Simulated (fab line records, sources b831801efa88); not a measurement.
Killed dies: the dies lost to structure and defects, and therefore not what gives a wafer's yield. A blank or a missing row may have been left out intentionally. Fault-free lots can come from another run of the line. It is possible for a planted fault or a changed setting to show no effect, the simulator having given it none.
fab line records    flow sky130
[record] lots = 12  wafers = 36  last_day = 50
route steps=708 shown VT_ADJUST_LVTN@105 VIA1@481 METAL2@485
lots untouched by any fault: they come from a run of this same line in which no faults occurred
start_h: start of the lot's first displayed wafer, in hours after the record's first day    wait_h: hours since the lot's step before    " unchanged from the row above    L1.1+2: a single row standing in for several wafers    - value missing, or start not given    * or withheld: withheld    < > ~ a bound
route shown NAME@n: NAME is a module with steps in the file, n the number in the route of the first one    usual: mean/standard deviation of fault-free wafers    same: alike in all rows    chamber/n: place in a boat    sites: per-site readings    _std_site: standard deviation of those values    _edge_site: outer sites' mean less inner sites'    radius_mm: for every site, how far away it sits from the centre of the wafer    mask NAME#n: copy n    behind: the most recent tool/chamber to have shaped the wafer    hold: the reason the lot was held/the length of the hold in hours/how it ended    device: transistor that didn't switch, given as n, p or np    end of line: at the end of the route, the tests of the same wafers    step lacking rows: just its recipe    killed: not the wafer's yield, but the dies lost to structure and defects at the first sort    map: shows each die of a wafer: x if killed, . if not, _ if none is there
set.NAME: the run value of the setting; set.NAME@STEP: its run value at that earlier step    model.NAME: the simulator's own value behind a step, which no gauge read
route steps across a sampled set of lots; one table per step, one row per wafer
services: the hour from which a tool's chamber was out of use, counted from the record's first day as start_h (under 0 if before that day), plus the number of hours and why
[[steps]]
[step SKY_VT_ADJUST_LVTN_IMPLANT_08]
[recipe] species = B  energy_kev = 30  dose_cm2 = 1.57e+12  tilt_deg = withheld
[usual] dose_ions_cm2 = 1.57e+12/1.7e+09  end_station_pressure_torr = 4.99e-06/2.6e-07  faraday_current_uA = 8.84/0.17
lot.wafer  tool          chamber  start_h  wait_h  dose_ions_cm2  end_station_pressure_torr  faraday_current_uA
L326.1     implanter-02  0        147.72   0.0     1.5711e+12     5.33e-06                   8.67
L326.3     "             0        "        "       1.572e+12      5.23e-06                   8.74
L326.6     "             0        "        "       1.5719e+12     5.3e-06                    8.60
L327.2     implanter-01  0        149.55   0.0     1.5681e+12     4.63e-06                   8.88
L327.5     "             0        "        "       1.5675e+12     4.62e-06                   8.78
L327.6     "             0        "        "       1.5702e+12     5.02e-06                   8.63
L328.2     implanter-03  0        153.69   0.0     1.5693e+12     4.89e-06                   8.66
L328.4     "             0        "        "       1.5692e+12     4.98e-06                   8.82
L328.5     "             0        "        "       1.5701e+12     5.34e-06                   9.04
L330.3     implanter-01  0        169.47   0.1     1.5696e+12     4.73e-06                   8.88
L330.5     "             0        "        "       1.5714e+12     4.8e-06                    8.93
L330.6     "             0        "        "       1.5687e+12     5.03e-06                   8.85
L332.1     implanter-01  0        179.82   0.0     1.5671e+12     5.2e-06                    9.04
L332.3     "             0        "        "       1.5668e+12     4.78e-06                   8.48
L332.4     "             0        "        "       1.568e+12      5.1e-06                    8.75
L338.3     implanter-01  0        217.47   0.1     1.8323e+12     4.84e-06                   10.10
L338.4     "             0        "        "       1.8345e+12     4.7e-06                    10.03
L338.5     "             0        "        "       1.8341e+12     5.04e-06                   10.52
L339.2     implanter-01  0        227.05   0.0     1.835e+12      4.63e-06                   10.25
L339.4     "             0        "        "       1.8361e+12     5.37e-06                   10.56
L339.6     "             0        "        "       1.8347e+12     5.15e-06                   10.53
L340.3     implanter-02  0        232.17   0.1     1.5674e+12     5.02e-06                   9.02
L340.4     "             0        "        "       1.5692e+12     5.1e-06                    8.98
L340.6     "             0        "        "       1.5682e+12     5.03e-06                   8.95
L343.2     implanter-03  0        251.49   0.0     1.5679e+12     4.83e-06                   8.92
L343.4     "             0        "        "       1.568e+12      4.99e-06                   8.69
L343.6     "             0        "        "       1.5688e+12     4.87e-06                   8.84
L346.3     implanter-03  0        277.32   0.1     1.5693e+12     5.05e-06                   8.54
L346.4     "             0        "        "       1.572e+12      5.23e-06                   8.62
L346.6     "             0        "        "       1.568e+12      5.02e-06                   9.22
L347.1     implanter-03  0        280.07   0.0     1.5693e+12     5.3e-06                    8.96
L347.2     "             0        "        "       1.5721e+12     4.56e-06                   9.00
L347.6     "             0        "        "       1.5719e+12     5.1e-06                    8.84
L349.3     implanter-03  0        318.31   0.1     1.5714e+12     4.84e-06                   9.05
L349.5     "             0        "        "       1.5708e+12     5.21e-06                   8.95
L349.6     "             0        "        "       1.5711e+12     4.69e-06                   8.86
[step SKY_VT_ADJUST_LVTN_TW_MEAS_10]
[usual] VT_ADJUST_LVTN_TW = 243.4/2.7
lot.wafer  tool           chamber  start_h  wait_h  VT_ADJUST_LVTN_TW
L326.1     film_metro-01  -        147.97   0.1     245.8
L326.3     "              -        "        "       245.3
L326.6     "              -        "        "       245.5
L327.2     film_metro-02  -        149.78   0.1     243.7
L327.5     "              -        "        "       242.8
L327.6     "              -        "        "       244.0
L328.2     film_metro-02  -        153.93   0.1     242.9
L328.4     "              -        "        "       242.6
L328.5     "              -        "        "       243.6
L330.3     film_metro-01  -        169.69   0.1     246.0
L330.5     "              -        "        "       246.9
L330.6     "              -        "        "       246.2
L332.1     film_metro-01  -        180.07   0.1     245.0
L332.3     "              -        "        "       246.0
L332.4     "              -        "        "       245.5
L338.3     film_metro-02  -        217.69   0.1     255.6
L338.4     "              -        "        "       254.2
L338.5     "              -        "        "       254.1
L339.2     film_metro-01  -        227.28   0.1     256.8
L339.4     "              -        "        "       256.0
L339.6     "              -        "        "       256.6
L340.3     film_metro-02  -        232.39   0.1     243.6
L340.4     "              -        "        "       242.8
L340.6     "              -        "        "       244.4
L343.2     film_metro-01  -        251.73   0.1     244.8
L343.4     "              -        "        "       244.4
L343.6     "              -        "        "       244.9
L346.3     film_metro-03  -        277.54   0.1     239.1
L346.4     "              -        "        "       239.8
L346.6     "              -        "        "       240.3
L347.1     film_metro-02  -        280.32   0.1     242.9
L347.2     "              -        "        "       242.0
L347.6     "              -        "        "       241.5
L349.3     film_metro-02  -        318.53   0.1     243.9
L349.5     "              -        "        "       244.3
L349.6     "              -        "        "       244.3
[step SKY_VIA1_THK_MEAS_23]
[recipe] thk_meas_gauge = xrf  reads = W_of_VIA1_CVD_21
[usual] VIA1_W_THK = 267/3.6
lot.wafer  tool           chamber  start_h  wait_h  VIA1_W_THK[nm]
L326.1     film_metro-04  -        807.65   0.1     264
L326.3     "              -        "        "       267
L326.6     "              -        "        "       267
L327.2     film_metro-04  -        809.95   0.1     269
L327.5     "              -        "        "       266
L327.6     "              -        "        "       270
L328.2     film_metro-01  -        810.29   0.1     267
L328.4     "              -        "        "       269
L328.5     "              -        "        "       269
L330.3     film_metro-01  -        823.86   0.1     270
L330.5     "              -        "        "       270
L330.6     "              -        "        "       268
L332.1     film_metro-04  -        837.11   0.1     267
L332.3     "              -        "        "       268
L332.4     "              -        "        "       269
L338.3     film_metro-01  -        881.67   0.1     266
L338.4     "              -        "        "       268
L338.5     "              -        "        "       265
L339.2     film_metro-01  -        896.15   0.1     270
L339.4     "              -        "        "       271
L339.6     "              -        "        "       270
L340.3     film_metro-01  -        896.67   0.1     272
L340.4     "              -        "        "       268
L340.6     "              -        "        "       272
L343.2     film_metro-03  -        917.14   0.1     267
L343.4     "              -        "        "       267
L343.6     "              -        "        "       263
L346.3     film_metro-01  -        947.39   0.1     272
L346.4     "              -        "        "       272
L346.6     "              -        "        "       268
L347.1     film_metro-04  -        960.81   0.1     266
L347.2     "              -        "        "       265
L347.6     "              -        "        "       263
L349.3     film_metro-03  -        978.06   0.1     262
L349.5     "              -        "        "       261
L349.6     "              -        "        "       262
[step SKY_METAL2_SPUTTER_02]
[recipe] material = AlCu  target_thk_nm = 250  power_w = 10600  time_s = 13.3  chamber_pressure_pa = 0.4
[usual] throttle_valve_pct = 29.5/0.96
lot.wafer  tool            chamber  start_h  wait_h  throttle_valve_pct
L326.1     pvd_sputter-02  -        808.06   0.0     28.7
L326.3     "               -        "        "       29.6
L326.6     "               -        "        "       29.2
L327.2     pvd_sputter-02  -        810.35   0.0     29.9
L327.5     "               -        "        "       30.0
L327.6     "               -        "        "       28.5
L328.2     pvd_sputter-04  -        810.69   0.0     28.6
L328.4     "               -        "        "       29.7
L328.5     "               -        "        "       31.7
L330.3     pvd_sputter-04  -        824.25   0.0     29.5
L330.5     "               -        "        "       28.8
L330.6     "               -        "        "       30.5
L332.1     pvd_sputter-02  -        837.51   0.0     29.5
L332.3     "               -        "        "       29.4
L332.4     "               -        "        "       28.6
L338.3     pvd_sputter-03  -        882.06   0.0     28.2
L338.4     "               -        "        "       29.5
L338.5     "               -        "        "       29.0
L339.2     pvd_sputter-02  -        896.55   0.0     28.5
L339.4     "               -        "        "       29.4
L339.6     "               -        "        "       28.7
L340.3     pvd_sputter-04  -        897.06   0.0     30.5
L340.4     "               -        "        "       29.0
L340.6     "               -        "        "       28.4
L343.2     pvd_sputter-03  -        917.54   0.0     30.7
L343.4     "               -        "        "       28.0
L343.6     "               -        "        "       29.4
L346.3     pvd_sputter-03  -        947.78   0.0     29.2
L346.4     "               -        "        "       30.7
L346.6     "               -        "        "       27.9
L347.1     pvd_sputter-02  -        961.21   0.0     29.1
L347.2     "               -        "        "       29.4
L347.6     "               -        "        "       29.4
L349.3     pvd_sputter-03  -        978.45   0.0     29.4
L349.5     "               -        "        "       30.7
L349.6     "               -        "        "       29.0
[step SKY_METAL2_ETCH_18]
[recipe] chemistry = N2/H2  target = BARC  ion_energy_ev = 200  bias_w = 100  pressure_mtorr = 30  n2_flow_sccm = 100  h2_flow_sccm = 200  icp_w = 500  stop_on = SiO2  time_s = 44.45  target_depth_a = 600
[usual] drypump_motor_current_A = 5.8/0.45  oes_product_au = 0.871/0.005  throttle_valve_pct = 13.227/0.0089
lot.wafer  tool          chamber  start_h  wait_h  drypump_motor_current_A  oes_product_au  rf_hours_counter_h  throttle_valve_pct
L326.1     rie_metal-01  0        833.42   0.0     5.5                      0.874           12                  13.235
L326.3     "             0        "        "       5.5                      0.866           -                   13.229
L326.6     "             0        "        "       5.5                      0.872           -                   13.221
L327.2     rie_metal-04  1        835.52   0.0     6.1                      0.879           6                   13.227
L327.5     "             0        "        "       6.6                      0.882           -                   13.220
L327.6     "             1        "        "       6.1                      0.885           -                   13.237
L328.2     rie_metal-01  0        836.27   0.0     5.5                      0.870           12                  13.229
L328.4     "             0        "        "       5.5                      0.874           -                   13.236
L328.5     "             1        "        "       5.8                      0.869           -                   13.245
L330.3     rie_metal-04  1        850.14   0.0     6.1                      0.872           -                   13.223
L330.5     "             1        "        "       6.1                      0.876           -                   13.231
L330.6     "             0        "        "       6.6                      0.881           -                   13.234
L332.1     rie_metal-01  1        864.27   0.0     5.8                      0.862           12                  13.230
L332.3     "             0        "        "       5.5                      0.870           -                   13.216
L332.4     "             1        "        "       5.8                      0.867           -                   13.244
L338.3     rie_metal-01  0        907.89   0.0     5.5                      0.875           -                   13.235
L338.4     "             1        "        "       5.8                      0.870           -                   13.224
L338.5     "             0        "        "       5.5                      0.876           -                   13.234
L339.2     rie_metal-04  0        921.22   0.0     6.6                      0.866           18                  13.216
L339.4     "             0        "        "       6.6                      0.868           -                   13.211
L339.6     "             1        "        "       6.1                      0.872           -                   13.225
L340.3     rie_metal-01  1        922.00   0.0     5.8                      0.879           -                   13.220
L340.4     "             0        "        "       5.5                      0.874           -                   13.217
L340.6     "             0        "        "       5.5                      0.869           -                   13.217
L343.2     rie_metal-03  1        942.77   0.1     5.3                      0.873           -                   13.226
L343.4     "             1        "        "       5.3                      0.869           -                   13.213
L343.6     "             1        "        "       5.3                      0.864           -                   13.244
L346.3     rie_metal-03  0        971.84   0.0     5.5                      0.868           -                   13.221
L346.4     "             1        "        "       5.3                      0.868           -                   13.227
L346.6     "             1        "        "       5.3                      0.863           -                   13.221
L347.1     rie_metal-03  1        987.07   0.0     5.4                      0.863           14                  13.245
L347.2     "             0        "        "       5.5                      0.869           14                  13.222
L347.6     "             0        "        "       5.5                      0.870           -                   13.221
L349.3     rie_metal-01  1        1002.64  0.0     5.8                      0.869           -                   13.225
L349.5     "             0        "        "       5.5                      0.878           -                   13.231
L349.6     "             1        "        "       5.8                      0.866           -                   13.222
[[services]]
tool            chamber  start_h  hours  kind
pvd_sputter-02  -        126.32   1.0    repair
implanter-01    -        167.13   2.2    repair
pvd_sputter-02  -        178.09   1.4    repair
implanter-01    -        180.43   4.9    pm
rie_metal-01    -        192.08   1.2    repair
pvd_sputter-02  -        203.83   13.8   repair
rie_metal-01    -        209.32   0.5    repair
implanter-03    -        220.57   2.6    repair
implanter-03    -        221.53   3.0    repair
pvd_sputter-02  -        287.60   0.7    repair
implanter-01    -        310.20   3.1    repair
implanter-03    -        328.95   8.1    repair
rie_metal-01    0        346.33   13.0   repair
implanter-03    -        358.23   3.8    repair
rie_metal-01    1        366.03   1.5    repair
pvd_sputter-02  -        373.73   3.7    repair
rie_metal-01    1        382.18   10.0   repair
implanter-01    -        384.93   1.9    repair
rie_metal-01    1        508.18   16.8   repair
rie_metal-01    -        590.85   0.4    repair
rie_metal-01    0        593.94   6.9    repair
rie_metal-01    -        644.02   2.8    pm
rie_metal-01    1        693.43   1.5    repair
rie_metal-01    0        702.32   2.2    repair
[[key]]
[first_sign] step = SKY_VT_ADJUST_LVTN_IMPLANT_08  reading = dose_ions_cm2  direction = up  sigmas = 99+  usual = *  struck = *
[effect] step = SKY_VT_ADJUST_LVTN_IMPLANT_08  reading = faraday_current_uA  direction = up  sigmas = 8.6  usual = 8.84  struck = 10.33
[effect] step = SKY_VT_ADJUST_LVTN_TW_MEAS_10  reading = VT_ADJUST_LVTN_TW  direction = up  sigmas = 4.5  usual = 243.4  struck = 255.5
met_at SKY_VT_ADJUST_LVTN_IMPLANT_08
struck_lots L338,L339
tester_left_out L338,L339
not_acting_at SKY_VIA1_THK_MEAS_23,SKY_METAL2_SPUTTER_02,SKY_METAL2_ETCH_18
onset_between 179.82 217.47
[fault] kind = process_parameter_drift  tool = implanter-01  chamber = -  onset_h = 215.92  steps = SKY_VT_ADJUST_LVTN_IMPLANT_08  channel = dose_cm2  offset = *  shape = step  end_h = 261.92  acts_in = *  stated = *
// tester_left_out: of these lots the tester's yield and bins aren't shown, on N5 and GAA mostly nor the transistor test; their killed dies are dies lost to structure and defects alone, not to doping, threshold or leakage, so they don't give the yield
